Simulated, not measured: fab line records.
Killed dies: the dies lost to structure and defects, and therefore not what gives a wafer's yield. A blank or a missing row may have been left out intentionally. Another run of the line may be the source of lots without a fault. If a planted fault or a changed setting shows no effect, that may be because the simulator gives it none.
What tool caused it? :: flow gf180mcu :: 11 lots with 33 wafers sampled at 5 steps, on a route of 602 steps

== WHAT THE GAUGES READ, wafer by wafer ==
GF_V2_OVL_MEAS_15. Usual: V2_OVL typically reads 6 nm, with standard deviation 5.
lot: L309
measured: day 22 02:08
on: overlay-02
V2_OVL (nm): 14 7 7
flag: 

lot: L310
measured: day 22 19:08
on: overlay-02
V2_OVL (nm): 10 8 8
flag: 

lot: L312
measured: day 23 09:08
on: overlay-02
V2_OVL (nm): 12 0 10
flag: 

lot: L313
measured: day 23 22:35
on: overlay-02
V2_OVL (nm): 4 8 11
flag: 

lot: L316
measured: day 24 10:42
on: overlay-01
V2_OVL (nm): -4 -4 1
flag: 

lot: L317
measured: day 24 18:35
on: overlay-01
V2_OVL (nm): 13 6 5
flag: 

lot: L319
measured: day 25 09:49
on: overlay-02
V2_OVL (nm): 16 15 13
flag: 

lot: L320
measured: day 25 23:52
on: overlay-01
V2_OVL (nm): 0 7 12
flag: 

lot: L321
measured: day 26 11:32
on: overlay-02
V2_OVL (nm): 13 13 15
flag: 

lot: L323
measured: day 26 21:36
on: overlay-02
V2_OVL (nm): -2 9 2
flag: 

lot: L329
measured: day 28 14:15
on: overlay-02
V2_OVL (nm): 8 10 3
flag: 

GF_M3_OVL_MEAS_15. Usual: M3_OVL typically reads -3 nm, with standard deviation 5.4.
lot: L309
measured: day 23 02:56
on: overlay-02
M3_OVL (nm): -3 -3 0
flag: 

lot: L310
measured: day 23 20:02
on: overlay-02
M3_OVL (nm): -2 0 3
flag: 

lot: L312
measured: day 24 09:40
on: overlay-01
M3_OVL (nm): -6 -1 -8
flag: 

lot: L313
measured: day 24 22:37
on: overlay-01
M3_OVL (nm): 5 0 -2
flag: 

lot: L316
measured: day 25 11:03
on: overlay-02
M3_OVL (nm): -14 -11 -13
flag: 

lot: L317
measured: day 25 17:58
on: overlay-02
M3_OVL (nm): 1 -13 -12
flag: 

lot: L319
measured: day 26 09:25
on: overlay-01
M3_OVL (nm): 1 -1 5
flag: 

lot: L320
measured: day 26 22:31
on: overlay-02
M3_OVL (nm): 3 -7 -2
flag: 

lot: L321
measured: day 27 10:00
on: overlay-02
M3_OVL (nm): 1 3 4
flag: 

lot: L323
measured: day 27 19:58
on: overlay-02
M3_OVL (nm): 3 -2 -4
flag: 

lot: L329
measured: day 29 11:20
on: overlay-01
M3_OVL (nm): -10 -9 0
flag: 

GF_V3_THK_MEAS_03. Usual: V3_CVD_02_THK typically reads 850 nm, with standard deviation 11.
lot: L309
measured: day 23 03:49
on: film-metro-01
V3_CVD_02_THK (nm): 842 871 865
flag: 

lot: L310
measured: day 23 20:55
on: film-metro-03
V3_CVD_02_THK (nm): 842 869 866
flag: 

lot: L312
measured: day 24 10:34
on: film-metro-01
V3_CVD_02_THK (nm): 850 849 870
flag: 

lot: L313
measured: day 24 23:30
on: film-metro-03
V3_CVD_02_THK (nm): 846 844 847
flag: 

lot: L316
measured: day 25 11:56
on: film-metro-03
V3_CVD_02_THK (nm): 847 859 861
flag: 

lot: L317
measured: day 25 19:00
on: film-metro-01
V3_CVD_02_THK (nm): 833 839 867
flag: 

lot: L319
measured: day 26 10:19
on: film-metro-03
V3_CVD_02_THK (nm): 838 817 846
flag: 

lot: L320
measured: day 26 23:29
on: film-metro-01
V3_CVD_02_THK (nm): 1646 1665 1663
flag: OFF

lot: L321
measured: day 27 10:57
on: film-metro-02
V3_CVD_02_THK (nm): 844 1669 1658
flag: OFF

lot: L323
measured: day 27 20:55
on: film-metro-03
V3_CVD_02_THK (nm): 852 862 867
flag: 

lot: L329
measured: day 29 12:25
on: film-metro-03
V3_CVD_02_THK (nm): 877 863 869
flag: 

== TOOL THAT RAN EACH LOT (tool first, then ch and the chambers of the sampled wafers, then the start) ==
lot: L309
GF_M3_STRIP_17: plasma-asher-03 ch 0,1, day 23 03:04
GF_V3_CVD_02: pecvd-02 ch 0,1,2, day 23 03:44

lot: L310
GF_M3_STRIP_17: plasma-asher-03 ch 0,1, day 23 20:11
GF_V3_CVD_02: pecvd-02 ch 0,1,2, day 23 20:50

lot: L312
GF_M3_STRIP_17: plasma-asher-04 ch 0,1, day 24 09:49
GF_V3_CVD_02: pecvd-04 ch 0,1,2, day 24 10:29

lot: L313
GF_M3_STRIP_17: plasma-asher-04 ch 0,1, day 24 22:46
GF_V3_CVD_02: pecvd-01 ch 0,1, day 24 23:26

lot: L316
GF_M3_STRIP_17: plasma-asher-01 ch 0,1, day 25 11:12
GF_V3_CVD_02: pecvd-02 ch 0,1, day 25 11:52

lot: L317
GF_M3_STRIP_17: plasma-asher-04 ch 0,1, day 25 18:14
GF_V3_CVD_02: pecvd-01 ch 0,1,2, day 25 18:56

lot: L319
GF_M3_STRIP_17: plasma-asher-01 ch 0,1, day 26 09:34
GF_V3_CVD_02: pecvd-01 ch 1,2, day 26 10:14

lot: L320
GF_M3_STRIP_17: plasma-asher-03 ch 0,1, day 26 22:42
GF_V3_CVD_02: pecvd-01 ch 0,2, day 26 23:25

lot: L321
GF_M3_STRIP_17: plasma-asher-03 ch 0,1, day 27 10:11
GF_V3_CVD_02: pecvd-01 ch 0,2, day 27 10:53

lot: L323
GF_M3_STRIP_17: plasma-asher-01 ch 0,1, day 27 20:07
GF_V3_CVD_02: pecvd-04 ch 0,2, day 27 20:49

lot: L329
GF_M3_STRIP_17: plasma-asher-03 ch 0,1, day 29 11:41
GF_V3_CVD_02: pecvd-02 ch 0,1,2, day 29 12:21
- GF_M3_STRIP_17: strips in O2/N2.
- GF_V3_CVD_02: deposits SiO2 from TEOS, target thk 850 nm, time 94.851 s.

== WHAT THE TOOLS THEMSELVES READ (means of the sampled wafers that have a number; where no wafer has one, the mark that the record gives instead) ==
GF_M3_STRIP_17. Usual: chamber-pressure-mTorr 1499.8 mTorr, standard deviation 1.4; drypump-motor-current-A 5.8 A, standard deviation 0.39; heater-power-w 321 W, standard deviation 35; oes-product-au 0.556 a.u., standard deviation 0.0047; platen-temp-c 249.99 C, standard deviation 0.17; strip-time-to-endpoint-s 7.84 s, standard deviation 0.05.
lot: L309
tool: plasma-asher-03
chamber-pressure-mTorr (mTorr): 1500.3
drypump-motor-current-A (A): 5.6
heater-power-w (W): 285
oes-product-au (a.u.): 0.558
platen-temp-c (C): 249.91
strip-time-to-endpoint-s (s): 7.88
flag: 

lot: L310
tool: plasma-asher-03
chamber-pressure-mTorr (mTorr): 1499.7
drypump-motor-current-A (A): 5.7
heater-power-w (W): 290
oes-product-au (a.u.): 0.561
platen-temp-c (C): 250.06
strip-time-to-endpoint-s (s): 7.86
flag: 

lot: L312
tool: plasma-asher-04
chamber-pressure-mTorr (mTorr): 1500.7
drypump-motor-current-A (A): 5.9
heater-power-w (W): 376
oes-product-au (a.u.): 0.553
platen-temp-c (C): 250.06
strip-time-to-endpoint-s (s): 7.80
flag: 

lot: L313
tool: plasma-asher-04
chamber-pressure-mTorr (mTorr): 1499.7
drypump-motor-current-A (A): 5.9
heater-power-w (W): 360
oes-product-au (a.u.): 0.556
platen-temp-c (C): 249.87
strip-time-to-endpoint-s (s): 7.90
flag: 

lot: L316
tool: plasma-asher-01
chamber-pressure-mTorr (mTorr): 1499.9
drypump-motor-current-A (A): 6.1
heater-power-w (W): 316
oes-product-au (a.u.): 0.557
platen-temp-c (C): 249.97
strip-time-to-endpoint-s (s): 7.82
flag: 

lot: L317
tool: plasma-asher-04
chamber-pressure-mTorr (mTorr): 1499.7
drypump-motor-current-A (A): 5.9
heater-power-w (W): 371
oes-product-au (a.u.): 0.557
platen-temp-c (C): 249.81
strip-time-to-endpoint-s (s): 7.87
flag: 

lot: L319
tool: plasma-asher-01
chamber-pressure-mTorr (mTorr): 1498.5
drypump-motor-current-A (A): 5.6
heater-power-w (W): 329
oes-product-au (a.u.): 0.553
platen-temp-c (C): 250.19
strip-time-to-endpoint-s (s): 7.85
flag: 

lot: L320
tool: plasma-asher-03
chamber-pressure-mTorr (mTorr): 1500.3
drypump-motor-current-A (A): 5.6
heater-power-w (W): 291
oes-product-au (a.u.): 0.561
platen-temp-c (C): 250.10
strip-time-to-endpoint-s (s): 7.80
flag: 

lot: L321
tool: plasma-asher-03
chamber-pressure-mTorr (mTorr): 1500.3
drypump-motor-current-A (A): 5.6
heater-power-w (W): 295
oes-product-au (a.u.): 0.555
platen-temp-c (C): 249.92
strip-time-to-endpoint-s (s): 7.81
flag: 

lot: L323
tool: plasma-asher-01
chamber-pressure-mTorr (mTorr): 1499.0
drypump-motor-current-A (A): 5.6
heater-power-w (W): 324
oes-product-au (a.u.): 0.557
platen-temp-c (C): 250.03
strip-time-to-endpoint-s (s): 7.82
flag: 

lot: L329
tool: plasma-asher-03
chamber-pressure-mTorr (mTorr): 1500.6
drypump-motor-current-A (A): 5.7
heater-power-w (W): 292
oes-product-au (a.u.): 0.554
platen-temp-c (C): 250.01
strip-time-to-endpoint-s (s): 7.80
flag: 

GF_V3_CVD_02. Usual: heater-power-w reads 647 W (standard deviation 100).
lot: L309
tool: pecvd-02
heater-power-w (W): 567
flag: 

lot: L310
tool: pecvd-02
heater-power-w (W): 524
flag: 

lot: L312
tool: pecvd-04
heater-power-w (W): 648
flag: 

lot: L313
tool: pecvd-01
heater-power-w (W): 639
flag: 

lot: L316
tool: pecvd-02
heater-power-w (W): 511
flag: 

lot: L317
tool: pecvd-01
heater-power-w (W): 730
flag: 

lot: L319
tool: pecvd-01
heater-power-w (W): 692
flag: 

lot: L320
tool: pecvd-01
heater-power-w (W): 756
flag: 

lot: L321
tool: pecvd-01
heater-power-w (W): 770
flag: 

lot: L323
tool: pecvd-04
heater-power-w (W): 610
flag: 

lot: L329
tool: pecvd-02
heater-power-w (W): 510
flag: 

== THE ANSWER, worked out from the rows above alone ==
Rule: take the mean of a lot's wafers that have a number; if it is more than 3 standard deviations from the usual mean, the lot is off. A lot without any number at a reading at which 4 lots or more have one is off too. All remaining lots with rows at the step are treated as sound. After the gauges, taken in route order, come the tools' own readings; for these a lot's mean is taken, as printed above. At the first step where some lot is off, the reading lying furthest off is the one used; lots without a number count as furthest.
Off: L320, L321, at GF_V3_THK_MEAS_03 (V3_CVD_02_THK).
If a tool, at a process step before that reading, ran all the lots that are off and no sound lot after the first of them, it fits. The gauges at GF_V3_THK_MEAS_03 are tried like those tools. One fits: GF_V3_CVD_02 on pecvd-01. Its last sound lot is L319 (day 26 10:14), its first lot that is off L320 (day 26 23:25): a fault that began between those two fits.

== WHAT WAS PUT IN BY THE SIMULATOR ==
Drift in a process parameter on pecvd-01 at GF_V3_CVD_02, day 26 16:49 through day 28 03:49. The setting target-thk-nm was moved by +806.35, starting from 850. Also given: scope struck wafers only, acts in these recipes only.
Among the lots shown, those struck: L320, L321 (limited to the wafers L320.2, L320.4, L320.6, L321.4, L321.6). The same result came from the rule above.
